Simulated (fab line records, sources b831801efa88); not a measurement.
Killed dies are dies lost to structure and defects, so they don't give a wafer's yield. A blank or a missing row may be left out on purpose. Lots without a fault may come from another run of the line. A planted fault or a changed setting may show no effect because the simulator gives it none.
One fault seen from 2 desks | flow sky130 | each desk has only its own numbers; what lay behind them comes last

THE TOOL OWNER'S DESK: lpcvd-03
The tool's own readings at SKY_SONOS_ONO_CVD_04 (deposits SiO2 from SiH4/N2O, target thk 5.7199 nm): means of the sampled wafers that have a number, for each lot that ran on this tool. A lot is out of limits, marked OUT, if its mean lies more than 4 standard deviations from the usual mean; the brackets give that distance. Of its 8 readings 7 are shown: the one that was out of limits first, and those that lie furthest out on some lot.
Columns: A = spike_tc_bottom_C at SKY_SONOS_ONO_CVD_04, usual 912.6 C; B = spike_tc_centre_C at SKY_SONOS_ONO_CVD_04, usual 900.4 C; C = spike_tc_lower_C at SKY_SONOS_ONO_CVD_04, usual 901.0 C; D = spike_tc_top_C at SKY_SONOS_ONO_CVD_04, usual 907.4 C; E = spike_tc_upper_C at SKY_SONOS_ONO_CVD_04, usual 899.6 C; F = susceptor_temp_C at SKY_SONOS_ONO_CVD_04, usual 899.9 C; G = zone_power_lower_pct at SKY_SONOS_ONO_CVD_04, usual 16.44 %
lot  | first seen here | A               | B               | C               | D               | E               | F               | G
L552 | day 11 20:32    | 912.4           | 899.1           | 902.0           | 909.0           | 900.5           | 899.8           | 16.24
L553 | day 12 03:22    | 912.1           | 900.4           | 902.3           | 909.6           | 900.9           | 900.1           | 16.46
L554 | day 12 22:15    | 912.4           | 901.3           | 901.2           | 905.2           | 897.6           | 900.0           | 16.53
L555 | day 12 22:15    | 912.1           | 899.4           | 902.9           | 907.3           | 899.3           | 899.6           | 16.18
L556 | day 13 02:03    | 944.2 (+26) OUT | 932.8 (+29) OUT | 930.5 (+18) OUT | 937.4 (+18) OUT | 930.3 (+24) OUT | 930.9 (+91) OUT | 17.83 (+7.3) OUT
L557 | day 13 20:16    | 944.5 (+27) OUT | 932.9 (+30) OUT | 930.6 (+19) OUT | 937.2 (+18) OUT | 930.7 (+24) OUT | 931.1 (+92) OUT | 17.93 (+7.8) OUT
L567 | day 16 17:01    | 913.0           | 900.6           | 899.9           | 906.1           | 897.2           | 899.9           | 16.58
L568 | day 17 00:35    | 911.9           | 899.4           | 902.9           | 909.5           | 899.6           | 900.2           | 16.32
L569 | day 17 07:47    | 912.8           | 900.3           | 902.0           | 907.9           | 900.9           | 900.1           | 16.46
L570 | day 17 11:46    | 911.8           | 899.8           | 902.4           | 908.9           | 901.1           | 899.8           | 16.49
L574 | day 18 23:20    | 912.6           | 900.9           | 898.3           | 905.2           | 898.3           | 900.0           | 16.58
L575 | day 19 05:00    | 913.2           | 900.8           | 899.4           | 906.2           | 899.3           | 900.0           | 16.54
This desk's finding: out of limits on L556, L557; first on L556, day 13 02:03 (spike_tc_bottom_C at SKY_SONOS_ONO_CVD_04). In limits: L552, L553, L554, L555, L567, L568, L569, L570, L574, L575.

THE METROLOGY DESK
What the gauges read, lot by lot, whatever tool the lot ran on: means of the sampled wafers that have a number. A lot is out of limits, marked OUT, if its mean lies more than 4 standard deviations from the usual mean; the brackets give that distance.
Columns: A = FIELD_ISO_CVD_24_THK at SKY_FIELD_ISO_THK_MEAS_25, usual 594 nm; B = VT_ADJUST_HVTR_OVL at SKY_VT_ADJUST_HVTR_OVL_MEAS_08, usual 0.1 nm; C = SONOS_ONO_CVD_04_THK at SKY_SONOS_ONO_THK_MEAS_05, usual 5.70 nm; D = SONOS_ONO_OVL at SKY_SONOS_ONO_OVL_MEAS_14, usual -0.1 nm
lot  | first seen here | A   | B    | C              | D
L552 | day 2 11:26     | 595 | -0.1 | 5.64           | -0.9
L553 | day 2 15:22     | 592 | -0.3 | 5.60           | -0.7
L554 | day 2 16:32     | 600 | -1.7 | 5.78           | 0.3
L555 | day 3 00:31     | 606 | -0.0 | 5.68           | -1.3
L556 | day 3 06:30     | 596 | 0.2  | 8.97 (+34) OUT | 0.4
L557 | day 3 11:01     | 600 | 1.4  | 9.03 (+34) OUT | 0.3
L567 | day 5 14:17     | 598 | -0.7 | 5.60           | -2.1
L568 | day 5 20:23     | 589 | 0.6  | 5.63           | -0.7
L569 | day 5 23:56     | 595 | -0.8 | 5.71           | 0.2
L570 | day 6 03:10     | 585 | 0.7  | 5.68           | 0.4
L574 | day 7 01:04     | 582 | -0.2 | 5.67           | -0.3
L575 | day 7 07:10     | 602 | -0.0 | 5.85           | 3.0
This desk's finding: out of limits on L556, L557; first on L556, day 13 03:18 (SONOS_ONO_CVD_04_THK at SKY_SONOS_ONO_THK_MEAS_05). In limits: L552, L553, L554, L555, L567, L568, L569, L570, L574, L575.

PUT TOGETHER
The tool owner's desk could have raised an alarm at day 13 02:03, on L556, L557.
The metrology desk could have raised an alarm at day 13 03:18, on L556, L557.
Of the lots named, all ran SKY_SONOS_ONO_CVD_04 on lpcvd-03.

WHAT THE SIMULATOR HAD PUT IN
Process parameter drift: lpcvd-03, from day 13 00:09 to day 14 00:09, at SKY_SONOS_ONO_CVD_04. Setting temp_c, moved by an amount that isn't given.
Lots struck among those shown: L556, L557.
Hours from the fault's start to each desk's first reading out of limits: the tool owner's desk, 2; the metrology desk, 3.
